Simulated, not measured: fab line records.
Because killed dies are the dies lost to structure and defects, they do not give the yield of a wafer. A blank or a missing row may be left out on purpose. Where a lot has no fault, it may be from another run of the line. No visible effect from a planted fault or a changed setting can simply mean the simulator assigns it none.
Struck lot and sound lot, side by side ; flow sfq_line ; 42 steps out of a route of 325
Sound: wafers L934.2, L934.4, L934.5. Wafers struck: L943.1, L943.2, L943.3. Last of all comes the cause.
At each step with rows: each side's tool, then ch and its chambers, then its first start. Under that, the readings that differ: sound wafers ; struck wafers ; difference of the means ; sigmas: that difference in standard deviations of wafers without a fault.
alike: readings with means less than 2 such deviations apart, plus words and numbers identical on both sides. not compared: withheld readings, readings lacking a value on some wafer, bounds such as >300 that could conceal the same value, and numbers that have no deviation in the record and whose values overlap.
A row with sigmas, a row that says differs or no value, or rows on one side alone: a step with any of these is where the two part. Numbers that don't overlap but have no deviation are shown without sigmas and don't part them. Lack of a reading on every wafer of one side parts them only where that side has two or more wafers.

first, 6 steps without rows for these wafers: SFQ_TRILAYER_M2_LITHO_COAT_062 (resist thk 62 nm); SFQ_TRILAYER_M2_LITHO_COAT_057 (resist thk 600 nm); SFQ_TRILAYER_M2_LITHO_SOFTBAKE_061; SFQ_TRILAYER_M2_LITHO_EXPOSE_058 (exposes mask M2, target cd 500 nm); SFQ_TRILAYER_M2_LITHO_PEB_060 (peb time 60 s); SFQ_TRILAYER_M2_LITHO_DEVELOP_059 (time 60 s).
SFQ_M2_OVL_MEAS_916:
  sound on overlay-01, day 33 08:20; struck on overlay-02, day 36 07:59
  alike: M2_OVL
SFQ_TRILAYER_M2_BARC_OPEN_METAL_ETCH_077: etches BARC in O2, target depth 125 nm, time 41.7 s.
  sound on rie_metal-03 ch 0,1, day 33 08:22; struck on rie_metal-03 ch 0,1, day 36 08:01
  alike: drypump_motor_current_A, oes_product_au
  not compared: rf_hours_counter_h
then, 4 steps without rows for these wafers: SFQ_TRILAYER_M2_ETCH_METAL_ETCH_060 (etches Nb in Cl2/Ar, stops on SiO2, target depth 240 nm, time 120 s); SFQ_TRILAYER_M2_STRIP_STRIP_061 (strips in O2); SFQ_TRILAYER_M2_STRIP_SOLV_CLEAN_062 (cleans in NMP, time 600 s); SFQ_TRILAYER_I2_DEP_PECVD_063 (deposits SiO2 from SiH4/N2O, time 111.11 s, target thk 500 nm).
SFQ_TRILAYER_I2_CMP_CMP_064: polishes SiO2.
  sound on cmp-02 ch 0,2, day 33 09:24; struck on cmp-02 ch 0,1,3, day 36 13:10
  no value came back on the struck wafers for edge_zone_pressure_frac, head_pressure_psi (psi), motor_current_A (A), time_to_endpoint_s (s); on the sound wafers edge_zone_pressure_frac reads 0.995 1.003 0.994
reading;sound;struck;difference;sigmas
model.SiO2_of_TRILAYER_I2_DEP_PECVD_063.thk_nm (nm);201.6 201.9 201;489.4 508.4 496.5;+296.6;
SFQ_I2_BOW_MEAS_917:
  sound on film_metro-03, day 33 12:25; struck on film_metro-04, day 36 16:10
  alike: I2_BOW
SFQ_TRILAYER_I2_METRO_MEASURE_065:
  sound on film_metro-03, day 33 12:43; struck on film_metro-04, day 36 16:17
reading;sound;struck;difference;sigmas
thk_nm (nm);201.6 201.9 200.9;490.0 508.3 496.3;+296.7;+99 or more
then, 6 steps without rows for these wafers: SFQ_TRILAYER_I2_VIA_LITHO_COAT_072 (resist thk 62 nm); SFQ_TRILAYER_I2_VIA_LITHO_COAT_067 (resist thk 650 nm); SFQ_TRILAYER_I2_VIA_LITHO_SOFTBAKE_071; SFQ_TRILAYER_I2_VIA_LITHO_EXPOSE_068 (exposes mask I2, target cd 500 nm); SFQ_TRILAYER_I2_VIA_LITHO_PEB_070 (peb time 60 s); SFQ_TRILAYER_I2_VIA_LITHO_DEVELOP_069 (time 60 s).
SFQ_I2_OVL_MEAS_918:
  sound on overlay-01, day 33 15:59; struck on overlay-01, day 36 19:44
  alike: I2_OVL
then, 1 step without rows for these wafers: SFQ_TRILAYER_I2_VIA_BARC_OPEN_VIA_ETCH_096 (etches BARC in O2, target depth 125 nm, time 41.7 s).
SFQ_TRILAYER_I2_VIA_ETCH_VIA_ETCH_070: etches SiO2 in CHF3, stops on Nb, target depth 260 nm.
  sound on rie_diel-03 ch 0,3, day 33 16:03; struck on rie_diel-04 ch 0,1,2, day 36 19:49
reading;sound;struck;difference;sigmas
oes_product_au (a.u.);0.861 0.858 0.870;1.625 1.615 1.633;+0.761;+99 or more
model.I2.feature_depth_nm (nm);201.6 201.9 201;260.1 256.7 262.7;+58.3;
model.etch.depth_nm (nm);201.6 201.9 201;260.1 256.7 262.7;+58.3;
  alike: drypump_motor_current_A
SFQ_TRILAYER_I2_VIA_STRIP_STRIP_071: strips in O2.
  sound on rie_metal-01 ch 0,1, day 33 16:10; struck on rie_metal-04 ch 0,1, day 36 19:56
  alike: drypump_motor_current_A, oes_product_au
  not compared: rf_hours_counter_h
then, 1 step without rows for these wafers: SFQ_TRILAYER_I2_VIA_STRIP_SOLV_CLEAN_072 (cleans in NMP, time 600 s).
SFQ_TRILAYER_M3_DEP_PRE_CLEAN_074: time 22.5 s.
  sound on pvd_sputter-05, day 33 16:56; struck on pvd_sputter-05, day 36 20:42
reading;sound;struck;difference;sigmas
model.SiO2_of_TRILAYER_I2_DEP_PECVD_063.thk_nm (nm);194.1 194.4 193.5;481.9 500.9 489;+296.6;
  alike: bias_v
then, 1 step without rows for these wafers: SFQ_TRILAYER_M3_DEP_SPUTTER_073 (material Nb, target thk 200 nm, time 133.3 s).
SFQ_M3_RS_MEAS_919: measurement is done with a four-point probe.
  sound on film_metro-03, day 33 17:04; struck on film_metro-01, day 36 20:49
  alike: M3_NB_RS
then, 6 steps without rows for these wafers: SFQ_TRILAYER_M3_LITHO_COAT_080 (resist thk 62 nm); SFQ_TRILAYER_M3_LITHO_COAT_075 (resist thk 600 nm); SFQ_TRILAYER_M3_LITHO_SOFTBAKE_079; SFQ_TRILAYER_M3_LITHO_EXPOSE_076 (exposes mask M3, target cd 500 nm); SFQ_TRILAYER_M3_LITHO_PEB_078 (peb time 60 s); SFQ_TRILAYER_M3_LITHO_DEVELOP_077 (time 60 s).
-- the record jumps here: 5 days lie between the struck wafers' starts before and after --
SFQ_M3_OVL_MEAS_921:
  sound on overlay-01, day 39 16:17; struck on overlay-01, day 42 08:37
  alike: M3_OVL
SFQ_TRILAYER_M3_BARC_OPEN_METAL_ETCH_100: etches BARC in O2, target depth 125 nm, time 41.7 s.
  sound on rie_metal-02 ch 1, day 39 16:20; struck on rie_metal-01 ch 0,1, day 42 08:40
  alike: drypump_motor_current_A, oes_product_au
  not compared: rf_hours_counter_h
then, 1 step without rows for these wafers: SFQ_TRILAYER_M3_ETCH_METAL_ETCH_078 (etches Nb in Cl2/Ar, stops on SiO2, target depth 240 nm, time 120 s).
SFQ_TRILAYER_M3_STRIP_STRIP_079: strips in O2.
  sound on rie_metal-02 ch 1, day 39 16:53; struck on rie_metal-01 ch 0,1, day 42 08:50
  alike: drypump_motor_current_A, oes_product_au
  not compared: rf_hours_counter_h
then, 1 step without rows for these wafers: SFQ_TRILAYER_M3_STRIP_SOLV_CLEAN_080 (cleans in NMP, time 600 s).
SFQ_TRILAYER_I3_DEP_PECVD_081: deposits SiO2 from SiH4/N2O, time 111.11 s, target thk 500 nm.
  sound on pecvd-04 ch 0,1, day 39 18:03; struck on pecvd-02 ch 0,1,2, day 42 09:37
  alike: heater_power_w, throttle_valve_pct
-- the record jumps here: 38 days lie between the struck wafers' starts before and after --
SFQ_M8_BOW_MEAS_951:
  sound on film_metro-03, day 78 03:03; struck on film_metro-02, day 80 13:27
reading;sound;struck;difference;sigmas
model.etest.i2.link_ohm;1.958 1.972 1.949;1e+06 1e+06 1e+06;+1e+06;
  alike: M8_BOW

## WHERE THEY PART
Earliest at SFQ_TRILAYER_I2_CMP_CMP_064; latest, in this record, at SFQ_TRILAYER_I2_VIA_ETCH_VIA_ETCH_070. Later steps at which nothing parts them and some readings are alike: SFQ_TRILAYER_I2_VIA_STRIP_STRIP_071, SFQ_TRILAYER_M3_DEP_PRE_CLEAN_074, SFQ_M3_RS_MEAS_919, SFQ_M3_OVL_MEAS_921, SFQ_TRILAYER_M3_BARC_OPEN_METAL_ETCH_100, SFQ_TRILAYER_M3_STRIP_STRIP_079, SFQ_TRILAYER_I3_DEP_PECVD_081, SFQ_M8_BOW_MEAS_951.

WHY: what the simulator had put in
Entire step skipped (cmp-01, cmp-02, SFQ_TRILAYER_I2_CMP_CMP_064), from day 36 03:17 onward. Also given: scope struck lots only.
